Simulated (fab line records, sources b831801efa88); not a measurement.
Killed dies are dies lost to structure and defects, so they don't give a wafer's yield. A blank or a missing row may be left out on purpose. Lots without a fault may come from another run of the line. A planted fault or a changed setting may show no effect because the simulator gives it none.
Which tool did it? | flow gf180mcu | 14 lots, 42 wafers sampled, at 2 steps of a route of 602

WHAT THE GAUGES READ, wafer by wafer
GF_V5_THK_MEAS_01.
lot  | measured     | on            | V5_CVD_00_THK (nm)
L657 | day 26 02:24 | film_metro-03 | 302.0 302.8 302.9
L658 | day 26 09:57 | film_metro-01 | 300.8 304.2 299.9
L659 | day 26 19:49 | film_metro-02 | 302.5 305.3 306.0
L660 | day 27 02:29 | film_metro-03 | 298.8 297.7 301.8
L661 | day 27 11:20 | film_metro-03 | 303.5 301.3 301.3
L662 | day 27 20:05 | film_metro-03 | 299.3 300.6 299.1
L663 | day 28 05:40 | film_metro-03 | 304.8 305.8 306.0
L664 | day 28 12:24 | film_metro-01 | 298.4 297.7 303.3
L671 | day 30 20:20 | film_metro-01 | 300.0 297.9 300.1
L672 | day 31 05:21 | film_metro-02 | 300.3 298.1 298.0
L675 | day 31 23:34 | film_metro-03 | 305.0 304.9 304.5
L677 | day 32 15:15 | film_metro-02 | 300.9 294.1 298.6
L679 | day 32 19:33 | film_metro-02 | 303.3 299.5 304.0
L680 | day 32 21:14 | film_metro-01 | 300.7 301.0 298.2

WHICH TOOL RAN EACH LOT (tool, then ch and the chambers of the sampled wafers, then the start)
lot  | GF_MIM_SPUTTER_01
L657 | pvd_sputter-02, day 24 06:55
L658 | pvd_sputter-03, day 24 13:49
L659 | pvd_sputter-01, day 25 00:37
L660 | pvd_sputter-01, day 25 07:16
L661 | pvd_sputter-01, day 25 16:28
L662 | pvd_sputter-02, day 26 01:31
L663 | pvd_sputter-02, day 26 10:52
L664 | pvd_sputter-03, day 26 19:54
L671 | pvd_sputter-01, day 29 05:42
L672 | pvd_sputter-01, day 29 14:58
L675 | pvd_sputter-01, day 30 11:52
L677 | pvd_sputter-02, day 31 04:44
L679 | pvd_sputter-01, day 31 08:18
L680 | pvd_sputter-03, day 31 10:46
- GF_MIM_SPUTTER_01: material TiN, target thk 30 nm, time 25 s.

WHAT THE TOOLS THEMSELVES READ (means of the sampled wafers that have a number; where no wafer has one, the mark that the record gives instead)
GF_MIM_SPUTTER_01.
lot  | tool           | throttle_valve_pct (%)
L657 | pvd_sputter-02 | 31.1
L658 | pvd_sputter-03 | 29.3
L659 | pvd_sputter-01 | 29.4
L660 | pvd_sputter-01 | 29.2
L661 | pvd_sputter-01 | 29.1
L662 | pvd_sputter-02 | 30.6
L663 | pvd_sputter-02 | 31.1
L664 | pvd_sputter-03 | 29.9
L671 | pvd_sputter-01 | 29.1
L672 | pvd_sputter-01 | 29.2
L675 | pvd_sputter-01 | 29.4
L677 | pvd_sputter-02 | 31.2
L679 | pvd_sputter-01 | 29.2
L680 | pvd_sputter-03 | 28.9

THE ANSWER, worked out from the rows above alone
Rule: what is usual is taken from the lots themselves. Put in order of their means at a reading, lots are off if they are a third of the lots or fewer, leave a main group of 4 or more, and stand apart from it by a gap of 3 or more times the standard deviation of the main group's means; of several such gaps the widest counts. A main group whose means are all the same, to the digits that the tables above print for the reading, isn't used. A lot without any number at a reading at which 4 lots or more have one is off too. The other lots that the step has rows for count as sound. The gauges are gone through in route order, then the tools' own readings, and for those a lot's mean is taken as printed above. The first step at which some lot is off is used, and at that step the reading that is off furthest; a lot without a number counts as furthest.
No lot is off at any reading shown: from this, nothing can be told.

WHAT THE SIMULATOR HAD PUT IN
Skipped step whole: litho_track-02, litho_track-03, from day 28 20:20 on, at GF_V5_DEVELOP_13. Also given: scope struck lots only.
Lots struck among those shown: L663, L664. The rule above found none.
